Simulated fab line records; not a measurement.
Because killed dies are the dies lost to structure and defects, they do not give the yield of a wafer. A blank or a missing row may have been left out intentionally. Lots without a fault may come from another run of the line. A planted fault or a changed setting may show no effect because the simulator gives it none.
What tool caused it? || flow gf180mcu || Sampling: 12 lots, 36 wafers, 6 of 602 route steps

== WHAT THE GAUGES SHOWED, per wafer ==
GF_V1_BOW_MEAS_05.
{"lot": "L141", "measured": "day 17 15:45", "on": "film metro-03", "V1_BOW (um)": "74 69 77"}
{"lot": "L142", "measured": "day 17 19:32", "on": "film metro-04", "V1_BOW (um)": "74 74 62"}
{"lot": "L143", "measured": "day 18 06:59", "on": "film metro-04", "V1_BOW (um)": "80 83 85"}
{"lot": "L144", "measured": "day 18 18:06", "on": "film metro-04", "V1_BOW (um)": "92 86 92"}
{"lot": "L145", "measured": "day 18 19:38", "on": "film metro-01", "V1_BOW (um)": "78 74 76"}
{"lot": "L147", "measured": "day 19 14:38", "on": "film metro-03", "V1_BOW (um)": "81 91 79"}
{"lot": "L151", "measured": "day 20 17:23", "on": "film metro-04", "V1_BOW (um)": "97 84 82"}
{"lot": "L153", "measured": "day 21 20:03", "on": "film metro-01", "V1_BOW (um)": "93 92 87"}
{"lot": "L155", "measured": "day 22 05:01", "on": "film metro-04", "V1_BOW (um)": "94 85 89"}
{"lot": "L162", "measured": "day 24 13:25", "on": "film metro-01", "V1_BOW (um)": "77 75 80"}
{"lot": "L163", "measured": "day 24 19:58", "on": "film metro-01", "V1_BOW (um)": "92 89 82"}
{"lot": "L164", "measured": "day 25 05:06", "on": "film metro-04", "V1_BOW (um)": "86 73 72"}

GF_V1_RS_MEAS_24: uses a four-point probe to measure.
{"lot": "L141", "measured": "day 18 16:11", "on": "film metro-04", "V1_W_RS (ohm/sq)": "0.322 0.332 0.320"}
{"lot": "L142", "measured": "day 18 19:55", "on": "film metro-04", "V1_W_RS (ohm/sq)": "0.319 0.325 0.321"}
{"lot": "L143", "measured": "day 19 08:14", "on": "film metro-03", "V1_W_RS (ohm/sq)": "0.317 0.327 0.325"}
{"lot": "L144", "measured": "day 19 20:10", "on": "film metro-04", "V1_W_RS (ohm/sq)": "0.327 0.336 0.325"}
{"lot": "L145", "measured": "day 19 21:51", "on": "film metro-04", "V1_W_RS (ohm/sq)": "0.333 0.322 0.334"}
{"lot": "L147", "measured": "day 20 15:31", "on": "film metro-01", "V1_W_RS (ohm/sq)": "0.332 0.329 0.325"}
{"lot": "L151", "measured": "day 21 18:49", "on": "film metro-04", "V1_W_RS (ohm/sq)": "0.327 0.340 0.335"}
{"lot": "L153", "measured": "day 22 20:02", "on": "film metro-04", "V1_W_RS (ohm/sq)": "0.341 0.350 0.348"}
{"lot": "L155", "measured": "day 23 04:22", "on": "film metro-01", "V1_W_RS (ohm/sq)": "0.349 0.354 0.341"}
{"lot": "L162", "measured": "day 25 12:06", "on": "film metro-03", "V1_W_RS (ohm/sq)": "0.331 0.323 0.334"}
{"lot": "L163", "measured": "day 25 18:09", "on": "film metro-01", "V1_W_RS (ohm/sq)": "0.325 0.335 0.325"}
{"lot": "L164", "measured": "day 26 03:03", "on": "film metro-01", "V1_W_RS (ohm/sq)": "0.323 0.326 0.334"}

GF_V1_THK_MEAS_25: measures by xrf.
{"lot": "L141", "measured": "day 18 16:17", "on": "film metro-04", "V1_W_THK (nm)": "373 359 373"}
{"lot": "L142", "measured": "day 18 20:02", "on": "film metro-04", "V1_W_THK (nm)": "375 367 373"}
{"lot": "L143", "measured": "day 19 08:20", "on": "film metro-03", "V1_W_THK (nm)": "370 361 365"}
{"lot": "L144", "measured": "day 19 20:17", "on": "film metro-04", "V1_W_THK (nm)": "360 347 360"}
{"lot": "L145", "measured": "day 19 21:58", "on": "film metro-04", "V1_W_THK (nm)": "354 362 349"}
{"lot": "L147", "measured": "day 20 15:37", "on": "film metro-01", "V1_W_THK (nm)": "353 355 361"}
{"lot": "L151", "measured": "day 21 18:56", "on": "film metro-04", "V1_W_THK (nm)": "363 348 351"}
{"lot": "L153", "measured": "day 22 20:10", "on": "film metro-04", "V1_W_THK (nm)": "346 336 336"}
{"lot": "L155", "measured": "day 23 04:29", "on": "film metro-01", "V1_W_THK (nm)": "339 333 347"}
{"lot": "L162", "measured": "day 25 12:13", "on": "film metro-03", "V1_W_THK (nm)": "357 367 355"}
{"lot": "L163", "measured": "day 25 18:16", "on": "film metro-01", "V1_W_THK (nm)": "361 346 362"}
{"lot": "L164", "measured": "day 26 03:10", "on": "film metro-01", "V1_W_THK (nm)": "366 363 354"}

== WHICH TOOL RAN EACH LOT (tool, then ch and the chambers of the sampled wafers, then the start) ==
{"lot": "L141", "GF_V1_CVD_02": "pecvd-04 ch 0,1, day 17 15:18", "GF_V1_SPUTTER_21": "pvd sputter-02, day 18 15:56", "GF_V1_CVD_23": "cvd w-02 ch 0,1, day 18 16:02"}
{"lot": "L142", "GF_V1_CVD_02": "pecvd-01 ch 1,2, day 17 19:05", "GF_V1_SPUTTER_21": "pvd sputter-03, day 18 19:41", "GF_V1_CVD_23": "cvd w-02 ch 0,1, day 18 19:47"}
{"lot": "L143", "GF_V1_CVD_02": "pecvd-02 ch 0,2, day 18 06:32", "GF_V1_SPUTTER_21": "pvd sputter-02, day 19 08:00", "GF_V1_CVD_23": "cvd w-01 ch 0,1, day 19 08:06"}
{"lot": "L144", "GF_V1_CVD_02": "pecvd-04 ch 0,1,2, day 18 17:40", "GF_V1_SPUTTER_21": "pvd sputter-02, day 19 19:56", "GF_V1_CVD_23": "cvd w-01 ch 0,1, day 19 20:02"}
{"lot": "L145", "GF_V1_CVD_02": "pecvd-02 ch 0,1, day 18 19:12", "GF_V1_SPUTTER_21": "pvd sputter-03, day 19 21:38", "GF_V1_CVD_23": "cvd w-02 ch 0,1, day 19 21:44"}
{"lot": "L147", "GF_V1_CVD_02": "pecvd-04 ch 0,1,2, day 19 14:11", "GF_V1_SPUTTER_21": "pvd sputter-03, day 20 15:15", "GF_V1_CVD_23": "cvd w-01 ch 0,1, day 20 15:23"}
{"lot": "L151", "GF_V1_CVD_02": "pecvd-04 ch 0,1,2, day 20 16:57", "GF_V1_SPUTTER_21": "pvd sputter-02, day 21 18:34", "GF_V1_CVD_23": "cvd w-02 ch 0,1, day 21 18:40"}
{"lot": "L153", "GF_V1_CVD_02": "pecvd-04 ch 0,2, day 21 19:35", "GF_V1_SPUTTER_21": "pvd sputter-03, day 22 19:50", "GF_V1_CVD_23": "cvd w-02 ch 0,1, day 22 19:56"}
{"lot": "L155", "GF_V1_CVD_02": "pecvd-02 ch 0,2, day 22 04:34", "GF_V1_SPUTTER_21": "pvd sputter-01, day 23 04:08", "GF_V1_CVD_23": "cvd w-02 ch 0,1, day 23 04:14"}
{"lot": "L162", "GF_V1_CVD_02": "pecvd-01 ch 0,1,2, day 24 12:59", "GF_V1_SPUTTER_21": "pvd sputter-01, day 25 11:53", "GF_V1_CVD_23": "cvd w-02 ch 0,1, day 25 11:59"}
{"lot": "L163", "GF_V1_CVD_02": "pecvd-01 ch 0,1, day 24 19:32", "GF_V1_SPUTTER_21": "pvd sputter-03, day 25 17:56", "GF_V1_CVD_23": "cvd w-02 ch 0,1, day 25 18:02"}
{"lot": "L164", "GF_V1_CVD_02": "pecvd-01 ch 0,1, day 25 04:39", "GF_V1_SPUTTER_21": "pvd sputter-01, day 26 02:49", "GF_V1_CVD_23": "cvd w-01 ch 0,1, day 26 02:55"}
- GF_V1_CVD_02: deposits SiO2 from TEOS, target thk 850 nm, time 94.851 s.
- GF_V1_SPUTTER_21: material Ti, target thk 15 nm, time 80.02 s.
- GF_V1_CVD_23: deposits W, target thk 350 nm, time 105.05 s.

== WHAT THE TOOLS THEMSELVES READ (means of the sampled wafers that have a number; where no wafer has one, the mark that the record gives instead) ==
GF_V1_CVD_02.
{"lot": "L141", "tool": "pecvd-04", "heater power w (W)": 598}
{"lot": "L142", "tool": "pecvd-01", "heater power w (W)": 756}
{"lot": "L143", "tool": "pecvd-02", "heater power w (W)": 574}
{"lot": "L144", "tool": "pecvd-04", "heater power w (W)": 665}
{"lot": "L145", "tool": "pecvd-02", "heater power w (W)": 707}
{"lot": "L147", "tool": "pecvd-04", "heater power w (W)": 703}
{"lot": "L151", "tool": "pecvd-04", "heater power w (W)": 684}
{"lot": "L153", "tool": "pecvd-04", "heater power w (W)": 732}
{"lot": "L155", "tool": "pecvd-02", "heater power w (W)": 608}
{"lot": "L162", "tool": "pecvd-01", "heater power w (W)": 772}
{"lot": "L163", "tool": "pecvd-01", "heater power w (W)": 780}
{"lot": "L164", "tool": "pecvd-01", "heater power w (W)": 759}

GF_V1_SPUTTER_21.
{"lot": "L141", "tool": "pvd sputter-02", "chamber pressure pa (Pa)": 5.001, "substrate temp c (C)": 200.17, "throttle valve pct (%)": 30.9}
{"lot": "L142", "tool": "pvd sputter-03", "chamber pressure pa (Pa)": 5.000, "substrate temp c (C)": 199.86, "throttle valve pct (%)": 29.9}
{"lot": "L143", "tool": "pvd sputter-02", "chamber pressure pa (Pa)": 5.004, "substrate temp c (C)": 200.03, "throttle valve pct (%)": 30.5}
{"lot": "L144", "tool": "pvd sputter-02", "chamber pressure pa (Pa)": 4.998, "substrate temp c (C)": 199.90, "throttle valve pct (%)": 30.4}
{"lot": "L145", "tool": "pvd sputter-03", "chamber pressure pa (Pa)": 5.004, "substrate temp c (C)": 199.94, "throttle valve pct (%)": 29.8}
{"lot": "L147", "tool": "pvd sputter-03", "chamber pressure pa (Pa)": 4.994, "substrate temp c (C)": 199.97, "throttle valve pct (%)": 29.4}
{"lot": "L151", "tool": "pvd sputter-02", "chamber pressure pa (Pa)": 4.998, "substrate temp c (C)": 200.03, "throttle valve pct (%)": 30.7}
{"lot": "L153", "tool": "pvd sputter-03", "chamber pressure pa (Pa)": 5.004, "substrate temp c (C)": 200.04, "throttle valve pct (%)": 29.6}
{"lot": "L155", "tool": "pvd sputter-01", "chamber pressure pa (Pa)": 5.005, "substrate temp c (C)": 200.09, "throttle valve pct (%)": 30.5}
{"lot": "L162", "tool": "pvd sputter-01", "chamber pressure pa (Pa)": 4.999, "substrate temp c (C)": 200.03, "throttle valve pct (%)": 30.4}
{"lot": "L163", "tool": "pvd sputter-03", "chamber pressure pa (Pa)": 5.000, "substrate temp c (C)": 200.16, "throttle valve pct (%)": 29.7}
{"lot": "L164", "tool": "pvd sputter-01", "chamber pressure pa (Pa)": 5.009, "substrate temp c (C)": 200.02, "throttle valve pct (%)": 30.3}

GF_V1_CVD_23.
{"lot": "L141", "tool": "cvd w-02", "chamber pressure Torr (Torr)": 40.03, "heater power w (W)": 846}
{"lot": "L142", "tool": "cvd w-02", "chamber pressure Torr (Torr)": 40.04, "heater power w (W)": 842}
{"lot": "L143", "tool": "cvd w-01", "chamber pressure Torr (Torr)": 39.98, "heater power w (W)": 824}
{"lot": "L144", "tool": "cvd w-01", "chamber pressure Torr (Torr)": 39.92, "heater power w (W)": 826}
{"lot": "L145", "tool": "cvd w-02", "chamber pressure Torr (Torr)": 39.93, "heater power w (W)": 843}
{"lot": "L147", "tool": "cvd w-01", "chamber pressure Torr (Torr)": 40.01, "heater power w (W)": 835}
{"lot": "L151", "tool": "cvd w-02", "chamber pressure Torr (Torr)": 40.00, "heater power w (W)": 863}
{"lot": "L153", "tool": "cvd w-02", "chamber pressure Torr (Torr)": 35.58, "heater power w (W)": 868}
{"lot": "L155", "tool": "cvd w-02", "chamber pressure Torr (Torr)": 35.48, "heater power w (W)": 848}
{"lot": "L162", "tool": "cvd w-02", "chamber pressure Torr (Torr)": 40.04, "heater power w (W)": 855}
{"lot": "L163", "tool": "cvd w-02", "chamber pressure Torr (Torr)": 39.96, "heater power w (W)": 852}
{"lot": "L164", "tool": "cvd w-01", "chamber pressure Torr (Torr)": 40.04, "heater power w (W)": 833}

== THE ANSWER, worked out from the rows above alone ==
Rule: the usual values come from the lots themselves. The widest of any qualifying gaps counts: lots, ordered by their means at a reading, are off when they make up no more than a third of the lots, leave a main group of 4 or more, and stand apart from it by 3 or more times the standard deviation of that group's means. A main group whose means are all the same, to the digits that the tables above print for the reading, isn't used. Also off: a lot with no number at a reading for which 4 or more lots have one. The other lots that the step has rows for count as sound. First the gauges in route order, then the tools' own readings, where a lot's mean is used as printed above. The first step at which some lot is off is used, and at that step the reading that is off furthest; a lot without a number counts as furthest.
Off: L153, L155, seen at GF_V1_RS_MEAS_24 (V1_W_RS). Main group: mean 0.328 ohm/sq, sd 0.0034.
If a tool, at a process step before that reading, ran all the lots that are off and no sound lot after the first of them, it fits. Not tried: the gauges at GF_V1_RS_MEAS_24; whatever is off there is also off at GF_V1_CVD_23, on other tools, and gauge error can't account for it. None of those tried fits.

== WHAT THE SIMULATOR HAD INSERTED ==
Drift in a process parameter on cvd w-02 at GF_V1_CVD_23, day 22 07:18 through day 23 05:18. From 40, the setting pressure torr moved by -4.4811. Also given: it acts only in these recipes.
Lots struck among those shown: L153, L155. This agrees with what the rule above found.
